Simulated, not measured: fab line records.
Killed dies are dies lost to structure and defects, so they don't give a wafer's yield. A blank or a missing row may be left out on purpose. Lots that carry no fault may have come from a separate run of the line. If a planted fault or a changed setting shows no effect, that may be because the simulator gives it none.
Problem report, 8D (eight disciplines) form, completed by code -- flow gf180mcu -- the parts of the form that need people (team, actions taken, sign-off) are left out

== 1. WHAT IS WRONG ==
Wafers with no fault read 85.71 W with a standard deviation of 0.086, whereas heaterPowerTotalW at GF_M4_PEB_12 reads a mean of 88.74 W on 1 wafer of 1 lot. Measured from the usual mean, that is +35 standard deviations.
The step: peb time 90 s.
The first sign was on wafer L223.5 at day 28 08:10, on lithoTrack-03. The record holds 39 wafers of 13 lots with a number at this step. Rule for "out" (also "out of limits"): further than 4 standard deviations from the usual mean. The rest of the wafers with a number are treated as sound.

== 2. WHAT IT IS; WHAT IT IS NOT ==
question,is,is not
which readings at this step,heaterPowerTotalW,-
which lots,L223,"L208, L209, L210, L212, L213, L214, L217, L220, L227, L229, L230, L231"
which wafers of those lots,L223.5,"L223.1, L223.6"
read on which tools,lithoTrack-03,"lithoTrack-01, lithoTrack-04"
when,from day 28 08:10,"up to then (26 sound wafers); but 12 sound wafers of L227, L229, L230, L231 came after"

== 3. SUSPECTS, AND WHAT RULES EACH OUT ==
Counting: a tool at a process step up to the reading stays a suspect if it ran every lot that is out. Sound lots after the first of them don't rule it out here, since some wafers of a struck lot are sound.
- rieDiel-02 at GF_V3_ETCH_17 (etches SiO2 in C4F8/O2/Ar, stops on TiN, target depth 635 nm): kept. The lot that is out, L223, ran on it at day 27 13:03; the last sound lot it ran before that was L220, at day 27 06:54. Because GF_V3_ETCH_17 lacks a start for some lots, the hours and order of its lots are taken from GF_M4_SPUTTER_00.
- pvdSputter-02 at GF_M4_SPUTTER_00 (material Ti, target thk 37.5 nm, time 150 s): kept. The lot that is out, L223, ran on it at day 27 13:03; the last sound lot it ran before that was L217, at day 25 15:46.
- lithoTrack-03 at GF_M4_PEB_12 (peb time 90 s): kept. The lot that is out, L223, ran on it at day 28 08:10; the last sound lot it ran before that was L209, at day 23 19:20. Out on those wafers are its own readings of heaterPowerTotalW.
- rieDiel-02, GF_V3_ETCH_17: wafers that are out in chamber 1, sound lot-mates in chambers 2, 3.
Still standing after the count: rieDiel-02 at GF_V3_ETCH_17, pvdSputter-02 at GF_M4_SPUTTER_00, lithoTrack-03 at GF_M4_PEB_12.

== 4. THE CAUSE (what the simulator had put in) ==
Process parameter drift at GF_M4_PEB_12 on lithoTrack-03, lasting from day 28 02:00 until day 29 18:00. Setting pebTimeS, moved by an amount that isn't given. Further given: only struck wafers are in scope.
Of the 3 suspects that counting leaves, this tool is one.

== 5. THE EFFECT CHAIN, in route order ==
Each row: a reading whose mean over the struck wafers that have a number lies more than 3 standard deviations from the usual. Only readings for which the record gives a usual standard deviation are gone through. hours: the time from each lot's start at the first step in this table that gives one to its start at this step, as a median over the lots. sigmas: the change in usual standard deviations.
hours,step,reading,usual,on struck wafers,change,sigmas
0,GF_M4_PEB_12,heaterPowerTotalW,85.71 W,88.74,+3.03,+35
Here are the process steps it includes:
- GF_M4_PEB_12: peb time 90 s.

== 6. HOW IT WOULD HAVE BEEN CAUGHT EARLIER ==
First out-of-limits reading in this record: day 28 08:10, which is 6 hours after fault onset at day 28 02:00.
